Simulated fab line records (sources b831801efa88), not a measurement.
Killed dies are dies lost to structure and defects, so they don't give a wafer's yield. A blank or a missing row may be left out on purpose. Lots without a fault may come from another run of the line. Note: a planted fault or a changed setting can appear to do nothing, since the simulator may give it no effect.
Comparing a struck lot with a sound one :: flow sky130 :: 37 out of 708 route steps
Sound: the wafers L199.1, L199.4, L199.6. The struck wafers were L214.1, L214.3, L214.5. At the end, the cause is stated.
At each step with rows: each side's tool, then ch and its chambers, then its first start. Under that, the readings that differ: sound wafers :: struck wafers :: difference of the means :: sigmas: that difference in standard deviations of wafers without a fault.
alike: a reading whose means differ by less than 2 such deviations, as well as words and numbers matching on both sides. not compared: withheld readings; readings where some wafer has no value; bounds like >300 that might hide an equal value; numbers whose values overlap and for which the record gives no deviation.
Wherever a step has rows on one side only, a row that says differs or no value, or a row with sigmas, the two part there. Non-overlapping numbers with no deviation appear without sigmas and do not part them. A reading that every wafer of one side lacks parts them only if that side has two wafers or more.

first, 10 steps without rows for these wafers: SKY_LDD_LDN_SOFTBAKE_03 (time 60 s); SKY_LDD_LDN_EXPOSE_04 (exposes mask LDNTM, target cd 700 nm); SKY_LDD_LDN_PEB_05; SKY_LDD_LDN_DEVELOP_06 (develop time 60 s); SKY_LDD_LDN_IMPLANT_08; SKY_LDD_LDN_IMPLANT_09; SKY_LDD_LDN_IMPLANT_10; SKY_LDD_LDN_IMPLANT_11; SKY_LDD_LDN_STRIP_12 (strips in O2/N2); SKY_LDD_LDN_CLEAN_14 (cleans in SC1/SC2, time 150 s).
SKY_SPACER_CVD_00: deposits Si3N4 from DCS/NH3, target thk 43.1 nm, time 740 s.
  sound on lpcvd-02 ch 0, day 23 22:37; struck on lpcvd-02 ch 1, day 29 18:28
reading: pressureMtorr (mTorr)
sound: 249.8 249.8 249.6
struck: 125.5 125.0 123.7
difference: -125.0
sigmas: -99 or more

reading: model.Si3N4_of_SPACER_CVD_00.thkNm (nm)
sound: 43 43.4 42.89
struck: 35.1 34.84 35.06
difference: -8.1
sigmas: 
  alike: spikeTcTopC, zonePowerCentrePct
SKY_SPACER_THK_MEAS_01:
  struck on filmMetro-03, day 29 19:40; sound on filmMetro-03, day 23 23:50
reading: SPACER_CVD_00_THK (nm)
sound: 43.0 43.4 42.9
struck: 35.1 34.8 35.1
difference: -8.1
sigmas: -18
SKY_SPACER_ETCHBACK_02: etches Si3N4 in CH3F/O2, stops on SiO2, time 46.7 s, target depth 45 nm.
  sound on rieDiel-04 ch 0,3, day 23 23:53; struck on rieDiel-02 ch 1,2,3, day 29 19:43
reading: oesProductAu (a.u.)
sound: 0.859 0.852 0.853
struck: 0.762 0.767 0.767
difference: -0.089
sigmas: -13

reading: model.etch.depthNm (nm)
sound: 43 43.4 42.89
struck: 35.1 34.84 35.06
difference: -8.1
sigmas: 
  alike: ch3fFlowSccm, drypumpMotorCurrentA, throttleValvePct
  not compared: rfHoursCounterH
then, 22 steps without rows for these wafers: SKY_POLY_CUT_DEHYDRATE_00 (time 60 s); SKY_POLY_CUT_HMDS_01 (prime time 60 s); SKY_POLY_CUT_COAT_02 (resist thk 60 nm); SKY_POLY_CUT_COAT_03 (resist thk 450 nm); SKY_POLY_CUT_SOFTBAKE_04 (time 90 s); SKY_POLY_CUT_EXPOSE_05 (exposes mask NPCM, target cd 270 nm); SKY_POLY_CUT_PEB_06; SKY_POLY_CUT_DEVELOP_07 (develop time 60 s); SKY_POLY_CUT_ETCH_10 (etches BARC in N2/H2, stops on SiO2, time 45.9 s, target depth 60 nm); SKY_POLY_CUT_ETCH_11 (etches Si3N4 in CF4/CH2F2/Ar, stops on poly-Si, time 42.5 s, target depth 60 nm); SKY_POLY_CUT_STRIP_12 (strips in O2/N2); SKY_SD_P_DEHYDRATE_00 (time 60 s); SKY_SD_P_HMDS_01 (prime time 60 s); SKY_SD_P_COAT_02 (resist thk 1140 nm); SKY_SD_P_SOFTBAKE_03 (time 60 s); SKY_SD_P_EXPOSE_04 (exposes mask PSDM, target cd 380 nm); SKY_SD_P_PEB_05; SKY_SD_P_DEVELOP_06 (develop time 60 s); SKY_SD_P_IMPLANT_09; SKY_SD_P_STRIP_10 (strips in O2/N2); SKY_RES_XHIGH_DEHYDRATE_00 (time 60 s); SKY_RES_XHIGH_HMDS_01 (prime time 60 s).
-- the record jumps here: 5 days lie between the struck wafers' starts before and after (it left off in module RES_XHIGH and takes up again in module SALICIDE, whose first step shown is number 361 of the route) --
SKY_SALICIDE_CLEAN_00: cleans in HF-last, time 30 s.
  sound on wetBench-03 ch 2, day 28 21:55; struck on wetBench-03 ch 0, day 34 10:00
reading: model.Si3N4_of_SPACER_CVD_00.thkNm (nm)
sound: 42.02 42.41 41.9
struck: 34.12 33.86 34.07
difference: -8.09
sigmas: 
-- the record jumps here: 16 days lie between the struck wafers' starts before and after (it left off in module SALICIDE and takes up again in module PAD_OPEN, whose first step shown is number 708 of the route) --
SKY_PAD_OPEN_PROBE_99:
  struck on prober-01, day 50 05:26; sound on prober-02, day 46 11:29
reading: killed_at_M4_up
sound: 9 5 7
struck: 4 2 1
difference: -5
sigmas: -3

reading: model.etest.pfet_01v8.rOnOhmUm
sound: 2956 2949 2893
struck: 2569 2563 2552
difference: -371
sigmas: 

reading: model.etest.nfetG5v0d10v5.rOnOhmUm
sound: 1911 1887 1891
struck: 1822 1810 1825
difference: -77
sigmas: 

reading: model.etest.sonosUncharged.rOnOhmUm
sound: 833.8 833.8 824.5
struck: 768.1 762.6 752.9
difference: -69.5
sigmas: 

reading: model.etest.pfet_01v8.driveUaUm
sound: 188.3 186.8 191.9
struck: 222.3 221.9 224.5
difference: +33.9
sigmas: 

reading: model.etest.sramPfetLatch.driveUaUm
sound: 141.6 135.9 138.7
struck: 166.2 164.2 165.6
difference: +26.6
sigmas: 

reading: model.etest.pfet_01v8_hvt.driveUaUm
sound: 139.1 141 143.3
struck: 167 167.7 169.1
difference: +27
sigmas: 

reading: model.etest.pfet_01v8_mvt.driveUaUm
sound: 149.7 149 151.4
struck: 165.3 166 164.8
difference: +15.3
sigmas: 

reading: model.etest.pfet_01v8_lvt.driveUaUm
sound: 173.1 173.1 176.3
struck: 181.3 181.5 181.8
difference: +7.4
sigmas: 
  alike: killed_at_M0_to_M3, killedAtContacts, killedAtFrontEnd, killedAtOther, killedDies, killedOpen, killedShort

== WHERE THEY PART ==
Last at SKY_PAD_OPEN_PROBE_99 as far as this record goes, first at SKY_SPACER_CVD_00.

WHY: whatever the simulator had introduced
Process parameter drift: lpcvd-02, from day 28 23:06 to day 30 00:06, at SKY_SPACER_CVD_00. Setting pressureMtorr shifted by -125 from 250. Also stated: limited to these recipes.
